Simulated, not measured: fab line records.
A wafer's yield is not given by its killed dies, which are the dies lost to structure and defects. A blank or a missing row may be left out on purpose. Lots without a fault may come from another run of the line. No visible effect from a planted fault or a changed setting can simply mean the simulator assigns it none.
Which tool is to blame? ; flow sfq line ; 21 wafers from 7 lots sampled at 2 of the route's 325 steps

== WHAT EACH GAUGE READ, for each wafer ==
SFQ_R5_THK_MEAS_934: measures by xrf.
lot;measured;on;R5_MONX_THK (nm)
L827;day 72 03:49;film metro-02;39.7 39.8 39.8
L829;day 73 16:54;film metro-01;39.8 40.1 40.2
L833;day 75 06:22;film metro-01;39.8 40.3 40.5
L835;day 76 19:56;film metro-01;40.7 40.4 40.7
L837;day 77 01:11;film metro-02;40.1 40.3 39.9
L840;day 77 09:08;film metro-02;39.7 39.9 39.8
L842;day 77 14:07;film metro-01;40.3 40.6 40.0

== EACH LOT AND THE TOOL THAT RAN IT (in order: tool; ch and the chambers of the sampled wafers; start) ==
lot;SFQ_TRILAYER_JJ_CE_METRO_MEASURE_117
L827;cd sem-02, day 66 13:49
L829;cd sem-02, day 68 09:51
L833;cd sem-02, day 69 10:50
L835;cd sem-02, day 71 17:05
L837;cd sem-02, day 71 19:53
L840;cd sem-01, day 72 01:41
L842;cd sem-01, day 72 05:17
- SFQ_TRILAYER_JJ_CE_METRO_MEASURE_117

== THE ANSWER, worked out from the rows above alone ==
Rule: usual is defined by the lots themselves. The widest of any qualifying gaps counts: lots, ordered by their means at a reading, are off when they make up no more than a third of the lots, leave a main group of 4 or more, and stand apart from it by 3 or more times the standard deviation of that group's means. If all means in a main group match to the digits the tables above print for the reading, that group is not used. A lot without any number at a reading at which 4 lots or more have one is off too. Any other lot the step has rows for is counted as sound.
None of the lots is off at any reading shown; this tells nothing.

== WHAT HAD BEEN PUT IN BY THE SIMULATOR ==
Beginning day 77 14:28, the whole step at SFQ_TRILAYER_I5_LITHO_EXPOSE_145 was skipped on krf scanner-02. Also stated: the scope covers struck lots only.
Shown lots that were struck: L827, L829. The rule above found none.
